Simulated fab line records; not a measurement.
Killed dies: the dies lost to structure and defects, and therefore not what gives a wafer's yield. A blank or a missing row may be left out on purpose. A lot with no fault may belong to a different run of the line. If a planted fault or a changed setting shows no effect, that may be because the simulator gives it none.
fab line records :: flow sky130
record:
  lots: 5
  wafers: 15
  last_day: 50
route steps=708 shown PWDE@84 VT_ADJUST_HVTP@85 VT_ADJUST_LVTN@97
lots untouched by any fault: they come from a run of this same line in which no faults occurred
start_h: start of the lot's first displayed wafer, in hours after the record's first day :: wait_h: hours since the lot's step before :: " as in the row above :: L1.1+2: a row that stands for several wafers :: - no value present, or no start provided :: * or withheld: withheld :: < > ~ a bound
route shown NAME@n: NAME is a module with steps in the file, n the number in the route of the first one :: usual: mean and standard deviation over wafers with no fault :: same: alike in all rows :: chamber/n: place in a boat :: sites: readings site by site :: _std_site: their standard deviation :: _edge_site: the outer-site mean with the inner-site mean subtracted :: radius_mm: for every site, how far away it sits from the centre of the wafer :: mask NAME#n: copy n :: behind: tool/chamber where the wafer was last shaped :: hold: reason for holding the lot/hours on hold/outcome of the hold :: device: the n, p or np transistor that did not switch :: end of line: tests run on the same wafers once the route is complete :: a step with no rows: only its recipe :: killed: count of dies lost to structure and defects at first sort (not the wafer's yield) :: map: a wafer's dies, marking killed ones x, the rest . and places with no die _
set.NAME: the run value of the setting; set.NAME@STEP: its run value at that earlier step :: model.NAME: the simulator's own value behind a step, which no gauge read
lots seen at some steps along the route; tables by step, rows by wafer
services: from which hour (start_h, from the record's first day; less than 0 if before it) a tool's chamber was out of use, for how many hours, and why
== steps ==
step: SKY_NWELL_RS_MEAS_31
recipe:
  thk_meas_gauge: four-point-probe
usual:
  PWDE_RS: 5271/16
lot.wafer: L715.2
tool: film_metro-04
chamber: -
start_h: 141.79
wait_h: 0.1
PWDE_RS[ohm/sq]: 5277

lot.wafer: L715.3
tool: film_metro-04
chamber: -
start_h: 141.79
wait_h: 0.1
PWDE_RS[ohm/sq]: 5269

lot.wafer: L715.4
tool: film_metro-04
chamber: -
start_h: 141.79
wait_h: 0.1
PWDE_RS[ohm/sq]: 5274

lot.wafer: L717.1
tool: film_metro-03
chamber: -
start_h: 149.69
wait_h: 0.1
PWDE_RS[ohm/sq]: 5276

lot.wafer: L717.2
tool: film_metro-03
chamber: -
start_h: 149.69
wait_h: 0.1
PWDE_RS[ohm/sq]: 5269

lot.wafer: L717.5
tool: film_metro-03
chamber: -
start_h: 149.69
wait_h: 0.1
PWDE_RS[ohm/sq]: 5296

lot.wafer: L720.2
tool: film_metro-04
chamber: -
start_h: 163.79
wait_h: 0.1
PWDE_RS[ohm/sq]: 5272

lot.wafer: L720.3
tool: film_metro-04
chamber: -
start_h: 163.79
wait_h: 0.1
PWDE_RS[ohm/sq]: 5278

lot.wafer: L720.4
tool: film_metro-04
chamber: -
start_h: 163.79
wait_h: 0.1
PWDE_RS[ohm/sq]: 5266

lot.wafer: L730.2
tool: film_metro-03
chamber: -
start_h: 228.44
wait_h: 0.1
PWDE_RS[ohm/sq]: 5268

lot.wafer: L730.3
tool: film_metro-03
chamber: -
start_h: 228.44
wait_h: 0.1
PWDE_RS[ohm/sq]: 5261

lot.wafer: L730.6
tool: film_metro-03
chamber: -
start_h: 228.44
wait_h: 0.1
PWDE_RS[ohm/sq]: 5243

lot.wafer: L732.1
tool: film_metro-04
chamber: -
start_h: 238.16
wait_h: 0.1
PWDE_RS[ohm/sq]: 5292

lot.wafer: L732.3
tool: film_metro-04
chamber: -
start_h: 238.16
wait_h: 0.1
PWDE_RS[ohm/sq]: 5290

lot.wafer: L732.6
tool: film_metro-04
chamber: -
start_h: 238.16
wait_h: 0.1
PWDE_RS[ohm/sq]: 5288
step: SKY_VT_ADJUST_HVTP_DEHYDRATE_00
recipe:
  temp_c: 200
  time_s: 60
step: SKY_VT_ADJUST_HVTP_HMDS_01
recipe:
  prime_time_s: 60
  prime_temp_c: 120
step: SKY_VT_ADJUST_HVTP_COAT_02
recipe:
  resist: NOVOLAK
  spin_rpm: 3000
  resist_thk_nm: 1140
step: SKY_VT_ADJUST_HVTP_SOFTBAKE_03
recipe:
  temp_c: 90
  time_s: 60
  resist: NOVOLAK
step: SKY_VT_ADJUST_HVTP_EXPOSE_04
recipe:
  mask_id: HVTPM
  na: 0.6
  source_shape: conventional
  sigma_outer: 0.6
  polarization: unpolarized
  target_cd_nm: 380
  dose_mj: 140
step: SKY_VT_ADJUST_HVTP_PEB_05
recipe:
  temp_c: withheld
  time_s: *
  resist: NOVOLAK
step: SKY_VT_ADJUST_HVTP_DEVELOP_06
recipe:
  resist: NOVOLAK
  developer: TMAH
  develop_time_s: 60
  dev_temp_c: 23
step: SKY_VT_ADJUST_HVTP_CD_MEAS_07
recipe:
  target_cd_nm: 380
usual:
  cd_nm: 380.4/2.3
lot.wafer: L715.2
tool: cd_sem-02
chamber: -
start_h: 161.41
wait_h: 0.1
cd_nm: 380.4

lot.wafer: L715.3
tool: cd_sem-02
chamber: -
start_h: 161.41
wait_h: 0.1
cd_nm: 380.4

lot.wafer: L715.4
tool: cd_sem-02
chamber: -
start_h: 161.41
wait_h: 0.1
cd_nm: 379.9

lot.wafer: L717.1
tool: cd_sem-01
chamber: -
start_h: 169.47
wait_h: 0.1
cd_nm: 384.8

lot.wafer: L717.2
tool: cd_sem-01
chamber: -
start_h: 169.47
wait_h: 0.1
cd_nm: 382.6

lot.wafer: L717.5
tool: cd_sem-01
chamber: -
start_h: 169.47
wait_h: 0.1
cd_nm: 383.3

lot.wafer: L720.2
tool: cd_sem-01
chamber: -
start_h: 184.75
wait_h: 0.1
cd_nm: 377.7

lot.wafer: L720.3
tool: cd_sem-01
chamber: -
start_h: 184.75
wait_h: 0.1
cd_nm: 378.9

lot.wafer: L720.4
tool: cd_sem-01
chamber: -
start_h: 184.75
wait_h: 0.1
cd_nm: 379.6

lot.wafer: L730.2
tool: cd_sem-01
chamber: -
start_h: 252.06
wait_h: 0.1
cd_nm: 382.3

lot.wafer: L730.3
tool: cd_sem-01
chamber: -
start_h: 252.06
wait_h: 0.1
cd_nm: 379.0

lot.wafer: L730.6
tool: cd_sem-01
chamber: -
start_h: 252.06
wait_h: 0.1
cd_nm: 378.7

lot.wafer: L732.1
tool: cd_sem-02
chamber: -
start_h: 261.83
wait_h: 0.1
cd_nm: 374.5

lot.wafer: L732.3
tool: cd_sem-02
chamber: -
start_h: 261.83
wait_h: 0.1
cd_nm: 375.1

lot.wafer: L732.6
tool: cd_sem-02
chamber: -
start_h: 261.83
wait_h: 0.1
cd_nm: 376.0
step: SKY_VT_ADJUST_HVTP_OVL_MEAS_08
usual:
  VT_ADJUST_HVTP_OVL: -0.3/1.6
lot.wafer: L715.2
tool: overlay-01
chamber: -
start_h: 161.51
wait_h: 0.1
VT_ADJUST_HVTP_OVL[nm]: 0.0

lot.wafer: L715.3
tool: overlay-01
chamber: -
start_h: 161.51
wait_h: 0.1
VT_ADJUST_HVTP_OVL[nm]: -1.2

lot.wafer: L715.4
tool: overlay-01
chamber: -
start_h: 161.51
wait_h: 0.1
VT_ADJUST_HVTP_OVL[nm]: 0.6

lot.wafer: L717.1
tool: overlay-01
chamber: -
start_h: 169.59
wait_h: 0.1
VT_ADJUST_HVTP_OVL[nm]: -2.3

lot.wafer: L717.2
tool: overlay-01
chamber: -
start_h: 169.59
wait_h: 0.1
VT_ADJUST_HVTP_OVL[nm]: -2.5

lot.wafer: L717.5
tool: overlay-01
chamber: -
start_h: 169.59
wait_h: 0.1
VT_ADJUST_HVTP_OVL[nm]: -3.0

lot.wafer: L720.2
tool: overlay-01
chamber: -
start_h: 184.86
wait_h: 0.1
VT_ADJUST_HVTP_OVL[nm]: 1.8

lot.wafer: L720.3
tool: overlay-01
chamber: -
start_h: 184.86
wait_h: 0.1
VT_ADJUST_HVTP_OVL[nm]: 0.4

lot.wafer: L720.4
tool: overlay-01
chamber: -
start_h: 184.86
wait_h: 0.1
VT_ADJUST_HVTP_OVL[nm]: 1.2

lot.wafer: L730.2
tool: overlay-01
chamber: -
start_h: 252.16
wait_h: 0.1
VT_ADJUST_HVTP_OVL[nm]: 2.5

lot.wafer: L730.3
tool: overlay-01
chamber: -
start_h: 252.16
wait_h: 0.1
VT_ADJUST_HVTP_OVL[nm]: 0.2

lot.wafer: L730.6
tool: overlay-01
chamber: -
start_h: 252.16
wait_h: 0.1
VT_ADJUST_HVTP_OVL[nm]: 0.6

lot.wafer: L732.1
tool: overlay-01
chamber: -
start_h: 261.95
wait_h: 0.1
VT_ADJUST_HVTP_OVL[nm]: -0.5

lot.wafer: L732.3
tool: overlay-01
chamber: -
start_h: 261.95
wait_h: 0.1
VT_ADJUST_HVTP_OVL[nm]: 1.1

lot.wafer: L732.6
tool: overlay-01
chamber: -
start_h: 261.95
wait_h: 0.1
VT_ADJUST_HVTP_OVL[nm]: -1.5
step: SKY_VT_ADJUST_HVTP_IMPLANT_09
recipe:
  species: As
  energy_kev: 150
  dose_cm2: 4.3e+12
  tilt_deg: withheld
step: SKY_VT_ADJUST_HVTP_STRIP_10
recipe:
  chemistry: O2/N2
  power_w: 1400
  pressure_mtorr: 1500
  platen_temp_c: withheld
  o2_flow_sccm: 3000
  n2_flow_sccm: 300
  overash_fraction: 0.5
usual:
  chamber_pressure_mTorr: 1500.1/1.3
  drypump_motor_current_A: 5.7/0.52
  oes_product_au: 0.716/0.0043
  strip_time_to_endpoint_s: 14.18/0.039
same:
  overash_fraction: 0.5
lot.wafer: L715.2
tool: plasma_asher-01
chamber: 1
start_h: 161.69
wait_h: 0.1
chamber_pressure_mTorr: 1499.4
drypump_motor_current_A: 6.1
oes_product_au: 0.715
rf_hours_counter_h: 47
strip_time_to_endpoint_s: 14.11
model.NOVOLAK_of_VT_ADJUST_HVTP_COAT_02.thk_nm: 0

lot.wafer: L715.3
tool: plasma_asher-01
chamber: 0
start_h: 161.69
wait_h: 0.1
chamber_pressure_mTorr: 1500.7
drypump_motor_current_A: 6.3
oes_product_au: 0.710
rf_hours_counter_h: -
strip_time_to_endpoint_s: 14.12
model.NOVOLAK_of_VT_ADJUST_HVTP_COAT_02.thk_nm: 0

lot.wafer: L715.4
tool: plasma_asher-01
chamber: 1
start_h: 161.69
wait_h: 0.1
chamber_pressure_mTorr: 1499.8
drypump_motor_current_A: 6.1
oes_product_au: 0.715
rf_hours_counter_h: -
strip_time_to_endpoint_s: 14.12
model.NOVOLAK_of_VT_ADJUST_HVTP_COAT_02.thk_nm: 0

lot.wafer: L717.1
tool: plasma_asher-01
chamber: 0
start_h: 169.77
wait_h: 0.1
chamber_pressure_mTorr: 1501.4
drypump_motor_current_A: 6.3
oes_product_au: 0.714
rf_hours_counter_h: 48
strip_time_to_endpoint_s: 14.22
model.NOVOLAK_of_VT_ADJUST_HVTP_COAT_02.thk_nm: 0

lot.wafer: L717.2
tool: plasma_asher-01
chamber: 1
start_h: 169.77
wait_h: 0.1
chamber_pressure_mTorr: 1499.0
drypump_motor_current_A: 6.1
oes_product_au: 0.715
rf_hours_counter_h: 48
strip_time_to_endpoint_s: 14.18
model.NOVOLAK_of_VT_ADJUST_HVTP_COAT_02.thk_nm: 0

lot.wafer: L717.5
tool: plasma_asher-01
chamber: 0
start_h: 169.77
wait_h: 0.1
chamber_pressure_mTorr: 1497.6
drypump_motor_current_A: 6.3
oes_product_au: 0.712
rf_hours_counter_h: -
strip_time_to_endpoint_s: 14.15
model.NOVOLAK_of_VT_ADJUST_HVTP_COAT_02.thk_nm: 0

lot.wafer: L720.2
tool: plasma_asher-01
chamber: 0
start_h: 185.04
wait_h: 0.1
chamber_pressure_mTorr: 1500.2
drypump_motor_current_A: 6.3
oes_product_au: 0.913
rf_hours_counter_h: 49
strip_time_to_endpoint_s: -
model.NOVOLAK_of_VT_ADJUST_HVTP_COAT_02.thk_nm: 808.7

lot.wafer: L720.3
tool: plasma_asher-01
chamber: 1
start_h: 185.04
wait_h: 0.1
chamber_pressure_mTorr: 1504.6
drypump_motor_current_A: 6.1
oes_product_au: 0.883
rf_hours_counter_h: -
strip_time_to_endpoint_s: -
model.NOVOLAK_of_VT_ADJUST_HVTP_COAT_02.thk_nm: 807.5

lot.wafer: L720.4
tool: plasma_asher-01
chamber: 0
start_h: 185.04
wait_h: 0.1
chamber_pressure_mTorr: 1507.3
drypump_motor_current_A: 6.3
oes_product_au: 0.890
rf_hours_counter_h: -
strip_time_to_endpoint_s: -
model.NOVOLAK_of_VT_ADJUST_HVTP_COAT_02.thk_nm: 809.4

lot.wafer: L730.2
tool: plasma_asher-04
chamber: 1
start_h: 252.34
wait_h: 0.1
chamber_pressure_mTorr: 1501.7
drypump_motor_current_A: 5.8
oes_product_au: 0.711
rf_hours_counter_h: 55
strip_time_to_endpoint_s: 14.22
model.NOVOLAK_of_VT_ADJUST_HVTP_COAT_02.thk_nm: 0

lot.wafer: L730.3
tool: plasma_asher-04
chamber: 0
start_h: 252.34
wait_h: 0.1
chamber_pressure_mTorr: 1499.8
drypump_motor_current_A: 5.4
oes_product_au: 0.717
rf_hours_counter_h: -
strip_time_to_endpoint_s: 14.21
model.NOVOLAK_of_VT_ADJUST_HVTP_COAT_02.thk_nm: 0

lot.wafer: L730.6
tool: plasma_asher-04
chamber: 1
start_h: 252.34
wait_h: 0.1
chamber_pressure_mTorr: 1498.0
drypump_motor_current_A: 5.8
oes_product_au: 0.708
rf_hours_counter_h: -
strip_time_to_endpoint_s: 14.23
model.NOVOLAK_of_VT_ADJUST_HVTP_COAT_02.thk_nm: 0

lot.wafer: L732.1
tool: plasma_asher-02
chamber: 0
start_h: 262.14
wait_h: 0.1
chamber_pressure_mTorr: 1498.4
drypump_motor_current_A: 5.5
oes_product_au: 0.715
rf_hours_counter_h: 45
strip_time_to_endpoint_s: 14.20
model.NOVOLAK_of_VT_ADJUST_HVTP_COAT_02.thk_nm: 0

lot.wafer: L732.3
tool: plasma_asher-02
chamber: 1
start_h: 262.14
wait_h: 0.1
chamber_pressure_mTorr: 1498.3
drypump_motor_current_A: 4.7
oes_product_au: 0.710
rf_hours_counter_h: -
strip_time_to_endpoint_s: 14.13
model.NOVOLAK_of_VT_ADJUST_HVTP_COAT_02.thk_nm: 0

lot.wafer: L732.6
tool: plasma_asher-02
chamber: 0
start_h: 262.14
wait_h: 0.1
chamber_pressure_mTorr: 1500.3
drypump_motor_current_A: 5.4
oes_product_au: 0.710
rf_hours_counter_h: -
strip_time_to_endpoint_s: 14.18
model.NOVOLAK_of_VT_ADJUST_HVTP_COAT_02.thk_nm: 0
step: SKY_VT_ADJUST_HVTP_TW_MEAS_11
usual:
  VT_ADJUST_HVTP_TW: 1358/14
lot.wafer: L715.2
tool: film_metro-04
chamber: -
start_h: 161.80
wait_h: 0.1
VT_ADJUST_HVTP_TW: 1374

lot.wafer: L715.3
tool: film_metro-04
chamber: -
start_h: 161.80
wait_h: 0.1
VT_ADJUST_HVTP_TW: 1376

lot.wafer: L715.4
tool: film_metro-04
chamber: -
start_h: 161.80
wait_h: 0.1
VT_ADJUST_HVTP_TW: 1371

lot.wafer: L717.1
tool: film_metro-03
chamber: -
start_h: 169.87
wait_h: 0.1
VT_ADJUST_HVTP_TW: 1361

lot.wafer: L717.2
tool: film_metro-03
chamber: -
start_h: 169.87
wait_h: 0.1
VT_ADJUST_HVTP_TW: 1362

lot.wafer: L717.5
tool: film_metro-03
chamber: -
start_h: 169.87
wait_h: 0.1
VT_ADJUST_HVTP_TW: 1368

lot.wafer: L720.2
tool: film_metro-04
chamber: -
start_h: 185.15
wait_h: 0.1
VT_ADJUST_HVTP_TW: 1359

lot.wafer: L720.3
tool: film_metro-04
chamber: -
start_h: 185.15
wait_h: 0.1
VT_ADJUST_HVTP_TW: 1351

lot.wafer: L720.4
tool: film_metro-04
chamber: -
start_h: 185.15
wait_h: 0.1
VT_ADJUST_HVTP_TW: 1350

lot.wafer: L730.2
tool: film_metro-02
chamber: -
start_h: 252.45
wait_h: 0.1
VT_ADJUST_HVTP_TW: 1333

lot.wafer: L730.3
tool: film_metro-02
chamber: -
start_h: 252.45
wait_h: 0.1
VT_ADJUST_HVTP_TW: 1330

lot.wafer: L730.6
tool: film_metro-02
chamber: -
start_h: 252.45
wait_h: 0.1
VT_ADJUST_HVTP_TW: 1332

lot.wafer: L732.1
tool: film_metro-04
chamber: -
start_h: 262.24
wait_h: 0.1
VT_ADJUST_HVTP_TW: 1363

lot.wafer: L732.3
tool: film_metro-04
chamber: -
start_h: 262.24
wait_h: 0.1
VT_ADJUST_HVTP_TW: 1358

lot.wafer: L732.6
tool: film_metro-04
chamber: -
start_h: 262.24
wait_h: 0.1
VT_ADJUST_HVTP_TW: 1357
step: SKY_VT_ADJUST_LVTN_DEHYDRATE_00
recipe:
  temp_c: 200
  time_s: 60
step: SKY_VT_ADJUST_LVTN_HMDS_01
recipe:
  prime_time_s: 60
  prime_temp_c: 120
step: SKY_VT_ADJUST_LVTN_COAT_02
recipe:
  spin_rpm: 2000
  resist_thk_nm: 3000
step: SKY_VT_ADJUST_LVTN_SOFTBAKE_03
recipe:
  temp_c: 110
  time_s: withheld
step: SKY_VT_ADJUST_LVTN_EXPOSE_04
recipe:
  mask_id: NWM_COMPLEMENT_LESS_NATIVE
  na: 0.6
  source_shape: conventional
  sigma_outer: 0.6
  polarization: unpolarized
  target_cd_nm: 840
  dose_mj: 195.7
step: SKY_VT_ADJUST_LVTN_PEB_05
recipe:
  temp_c: 115
  time_s: withheld
step: SKY_VT_ADJUST_LVTN_DEVELOP_06
recipe:
  wall_angle_deg: 90
  developer: TMAH
  develop_time_s: 60
  dev_temp_c: 23
step: SKY_VT_ADJUST_LVTN_OVL_MEAS_07
usual:
  VT_ADJUST_LVTN_OVL: -0.1/1.3
lot.wafer: L715.2
tool: overlay-02
chamber: -
start_h: 182.24
wait_h: -
VT_ADJUST_LVTN_OVL[nm]: -0.5

lot.wafer: L715.3
tool: overlay-02
chamber: -
start_h: 182.24
wait_h: -
VT_ADJUST_LVTN_OVL[nm]: -1.3

lot.wafer: L715.4
tool: overlay-02
chamber: -
start_h: 182.24
wait_h: -
VT_ADJUST_LVTN_OVL[nm]: 0.5

lot.wafer: L717.1
tool: overlay-01
chamber: -
start_h: 191.38
wait_h: -
VT_ADJUST_LVTN_OVL[nm]: 1.3

lot.wafer: L717.2
tool: overlay-01
chamber: -
start_h: 191.38
wait_h: -
VT_ADJUST_LVTN_OVL[nm]: 0.3

lot.wafer: L717.5
tool: overlay-01
chamber: -
start_h: 191.38
wait_h: -
VT_ADJUST_LVTN_OVL[nm]: 1.3

lot.wafer: L720.2
tool: overlay-01
chamber: -
start_h: 206.68
wait_h: -
VT_ADJUST_LVTN_OVL[nm]: 1.2

lot.wafer: L720.3
tool: overlay-01
chamber: -
start_h: 206.68
wait_h: -
VT_ADJUST_LVTN_OVL[nm]: 1.7

lot.wafer: L720.4
tool: overlay-01
chamber: -
start_h: 206.68
wait_h: -
VT_ADJUST_LVTN_OVL[nm]: 1.2

lot.wafer: L730.2
tool: overlay-02
chamber: -
start_h: 276.44
wait_h: -
VT_ADJUST_LVTN_OVL[nm]: 1.0

lot.wafer: L730.3
tool: overlay-02
chamber: -
start_h: 276.44
wait_h: -
VT_ADJUST_LVTN_OVL[nm]: -0.4

lot.wafer: L730.6
tool: overlay-02
chamber: -
start_h: 276.44
wait_h: -
VT_ADJUST_LVTN_OVL[nm]: 0.2

lot.wafer: L732.1
tool: overlay-02
chamber: -
start_h: 287.08
wait_h: -
VT_ADJUST_LVTN_OVL[nm]: -0.9

lot.wafer: L732.3
tool: overlay-02
chamber: -
start_h: 287.08
wait_h: -
VT_ADJUST_LVTN_OVL[nm]: 0.3

lot.wafer: L732.6
tool: overlay-02
chamber: -
start_h: 287.08
wait_h: -
VT_ADJUST_LVTN_OVL[nm]: -2.8
step: SKY_VT_ADJUST_LVTN_IMPLANT_08
recipe:
  species: B
  energy_kev: 30
  dose_cm2: 1.57e+12
  tilt_deg: withheld
step: SKY_VT_ADJUST_LVTN_STRIP_09
recipe:
  chemistry: O2/N2
  power_w: 1400
  pressure_mtorr: 1500
  platen_temp_c: withheld
  o2_flow_sccm: 3000
  n2_flow_sccm: 300
  overash_fraction: 0.5
usual:
  chamber_pressure_mTorr: 1500.0/1.5
  drypump_motor_current_A: 5.7/0.57
  oes_product_au: 0.722/0.0043
  strip_time_to_endpoint_s: 36.86/0.1
same:
  overash_fraction: 0.5
lot.wafer: L715.2
tool: plasma_asher-01
chamber: 0
start_h: 182.42
wait_h: 0.1
chamber_pressure_mTorr: 1500.3
drypump_motor_current_A: 6.3
oes_product_au: 0.724
rf_hours_counter_h: 49
strip_time_to_endpoint_s: 37.02

lot.wafer: L715.3
tool: plasma_asher-01
chamber: 0
start_h: 182.42
wait_h: 0.1
chamber_pressure_mTorr: 1499.0
drypump_motor_current_A: 6.3
oes_product_au: 0.726
rf_hours_counter_h: -
strip_time_to_endpoint_s: 37.05

lot.wafer: L715.4
tool: plasma_asher-01
chamber: 1
start_h: 182.42
wait_h: 0.1
chamber_pressure_mTorr: 1497.4
drypump_motor_current_A: 6.1
oes_product_au: 0.723
rf_hours_counter_h: -
strip_time_to_endpoint_s: 36.94

lot.wafer: L717.1
tool: plasma_asher-02
chamber: 0
start_h: 191.56
wait_h: 0.1
chamber_pressure_mTorr: 1502.4
drypump_motor_current_A: 5.4
oes_product_au: 0.726
rf_hours_counter_h: 38
strip_time_to_endpoint_s: 36.73

lot.wafer: L717.2
tool: plasma_asher-02
chamber: 1
start_h: 191.56
wait_h: 0.1
chamber_pressure_mTorr: 1498.7
drypump_motor_current_A: 4.8
oes_product_au: 0.721
rf_hours_counter_h: 38
strip_time_to_endpoint_s: 36.88

lot.wafer: L717.5
tool: plasma_asher-02
chamber: 0
start_h: 191.56
wait_h: 0.1
chamber_pressure_mTorr: 1501.7
drypump_motor_current_A: 5.4
oes_product_au: 0.722
rf_hours_counter_h: -
strip_time_to_endpoint_s: 37.01

lot.wafer: L720.2
tool: plasma_asher-01
chamber: 0
start_h: 206.86
wait_h: 0.1
chamber_pressure_mTorr: 1500.7
drypump_motor_current_A: 6.3
oes_product_au: 0.726
rf_hours_counter_h: 51
strip_time_to_endpoint_s: 48.86

lot.wafer: L720.3
tool: plasma_asher-01
chamber: 0
start_h: 206.86
wait_h: 0.1
chamber_pressure_mTorr: 1501.2
drypump_motor_current_A: 6.3
oes_product_au: 0.717
rf_hours_counter_h: -
strip_time_to_endpoint_s: 48.84

lot.wafer: L720.4
tool: plasma_asher-01
chamber: 1
start_h: 206.86
wait_h: 0.1
chamber_pressure_mTorr: 1498.5
drypump_motor_current_A: 6.1
oes_product_au: 0.723
rf_hours_counter_h: -
strip_time_to_endpoint_s: 48.87

lot.wafer: L730.2
tool: plasma_asher-02
chamber: 1
start_h: 276.62
wait_h: 0.1
chamber_pressure_mTorr: 1500.9
drypump_motor_current_A: 4.7
oes_product_au: 0.716
rf_hours_counter_h: 46
strip_time_to_endpoint_s: 36.69

lot.wafer: L730.3
tool: plasma_asher-02
chamber: 1
start_h: 276.62
wait_h: 0.1
chamber_pressure_mTorr: 1500.3
drypump_motor_current_A: 4.8
oes_product_au: 0.719
rf_hours_counter_h: -
strip_time_to_endpoint_s: 36.73

lot.wafer: L730.6
tool: plasma_asher-02
chamber: 1
start_h: 276.62
wait_h: 0.1
chamber_pressure_mTorr: 1501.9
drypump_motor_current_A: 4.8
oes_product_au: 0.722
rf_hours_counter_h: -
strip_time_to_endpoint_s: 36.75

lot.wafer: L732.1
tool: plasma_asher-01
chamber: 0
start_h: 287.26
wait_h: 0.1
chamber_pressure_mTorr: 1500.3
drypump_motor_current_A: 6.3
oes_product_au: 0.725
rf_hours_counter_h: 60
strip_time_to_endpoint_s: 36.78

lot.wafer: L732.3
tool: plasma_asher-01
chamber: 1
start_h: 287.26
wait_h: 0.1
chamber_pressure_mTorr: 1502.9
drypump_motor_current_A: 6.1
oes_product_au: 0.713
rf_hours_counter_h: -
strip_time_to_endpoint_s: 36.76

lot.wafer: L732.6
tool: plasma_asher-01
chamber: 0
start_h: 287.26
wait_h: 0.1
chamber_pressure_mTorr: 1501.7
drypump_motor_current_A: 6.3
oes_product_au: 0.717
rf_hours_counter_h: -
strip_time_to_endpoint_s: 36.82
step: SKY_VT_ADJUST_LVTN_TW_MEAS_10
usual:
  VT_ADJUST_LVTN_TW: 240.1/2.4
lot.wafer: L715.2
tool: film_metro-02
chamber: -
start_h: 182.53
wait_h: 0.1
VT_ADJUST_LVTN_TW: 238.2

lot.wafer: L715.3
tool: film_metro-02
chamber: -
start_h: 182.53
wait_h: 0.1
VT_ADJUST_LVTN_TW: 238.5

lot.wafer: L715.4
tool: film_metro-02
chamber: -
start_h: 182.53
wait_h: 0.1
VT_ADJUST_LVTN_TW: 236.6

lot.wafer: L717.1
tool: film_metro-04
chamber: -
start_h: 191.66
wait_h: 0.1
VT_ADJUST_LVTN_TW: 241.2

lot.wafer: L717.2
tool: film_metro-04
chamber: -
start_h: 191.66
wait_h: 0.1
VT_ADJUST_LVTN_TW: 241.4

lot.wafer: L717.5
tool: film_metro-04
chamber: -
start_h: 191.66
wait_h: 0.1
VT_ADJUST_LVTN_TW: 239.8

lot.wafer: L720.2
tool: film_metro-04
chamber: -
start_h: 206.97
wait_h: 0.1
VT_ADJUST_LVTN_TW: 30.0

lot.wafer: L720.3
tool: film_metro-04
chamber: -
start_h: 206.97
wait_h: 0.1
VT_ADJUST_LVTN_TW: 30.2

lot.wafer: L720.4
tool: film_metro-04
chamber: -
start_h: 206.97
wait_h: 0.1
VT_ADJUST_LVTN_TW: 30.0

lot.wafer: L730.2
tool: film_metro-04
chamber: -
start_h: 276.73
wait_h: 0.1
VT_ADJUST_LVTN_TW: 244.2

lot.wafer: L730.3
tool: film_metro-04
chamber: -
start_h: 276.73
wait_h: 0.1
VT_ADJUST_LVTN_TW: 242.5

lot.wafer: L730.6
tool: film_metro-04
chamber: -
start_h: 276.73
wait_h: 0.1
VT_ADJUST_LVTN_TW: 243.1

lot.wafer: L732.1
tool: film_metro-01
chamber: -
start_h: 287.36
wait_h: 0.1
VT_ADJUST_LVTN_TW: 238.4

lot.wafer: L732.3
tool: film_metro-01
chamber: -
start_h: 287.36
wait_h: 0.1
VT_ADJUST_LVTN_TW: 237.2

lot.wafer: L732.6
tool: film_metro-01
chamber: -
start_h: 287.36
wait_h: 0.1
VT_ADJUST_LVTN_TW: 237.8
step: SKY_VT_ADJUST_LVTN_DEHYDRATE_11
recipe:
  temp_c: 200
  time_s: 60
== services ==
tool: plasma_asher-01
chamber: -
start_h: 156.59
hours: 2.8
kind: pm

tool: plasma_asher-04
chamber: -
start_h: 241.42
hours: 2.8
kind: pm

tool: plasma_asher-02
chamber: -
start_h: 250.92
hours: 2.8
kind: pm

tool: plasma_asher-04
chamber: -
start_h: 273.90
hours: 4.3
kind: repair
== key ==
first_sign:
  step: SKY_VT_ADJUST_HVTP_STRIP_10
  reading: oes_product_au
  direction: up
  sigmas: 42
  usual: 0.716
  struck: 0.895
effect:
  step: SKY_VT_ADJUST_HVTP_STRIP_10
  reading: chamber_pressure_mTorr
  direction: up
  sigmas: 3
  usual: 1500.1
  struck: 1504.0
  wafers_moved: 2
effect:
  step: SKY_VT_ADJUST_LVTN_STRIP_09
  reading: strip_time_to_endpoint_s
  direction: up
  sigmas: 99+
  usual: *
  struck: *
effect:
  step: SKY_VT_ADJUST_LVTN_TW_MEAS_10
  reading: VT_ADJUST_LVTN_TW
  direction: down
  sigmas: 87
  usual: 240.1
  struck: 30.1
model_effect:
  step: SKY_VT_ADJUST_HVTP_STRIP_10
  value: NOVOLAK_of_VT_ADJUST_HVTP_COAT_02.thk_nm
  without: 0
  struck: 808.5
met_at SKY_VT_ADJUST_HVTP_STRIP_10
struck_wafers L720.2,L720.3,L720.4
sort_left_out L720.2,L720.3,L720.4
tester_left_out L720
onset_between 169.77 185.04
fault:
  kind: strip_aborted
  tool: plasma_asher-01
  chamber: -
  onset_h: 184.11
  steps: SKY_VT_ADJUST_HVTP_STRIP_10
  offset: 0.92952
  end_h: 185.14
tester_left_out: of these lots the tester's yield and bins aren't shown, on N5 and GAA mostly nor the transistor test; their killed dies are dies lost to structure and defects alone, not to doping, threshold or leakage, so they don't give the yield
sort_left_out: the simulated sort isn't trusted on such a fault, so these wafers' sort isn't shown, and their yield isn't known
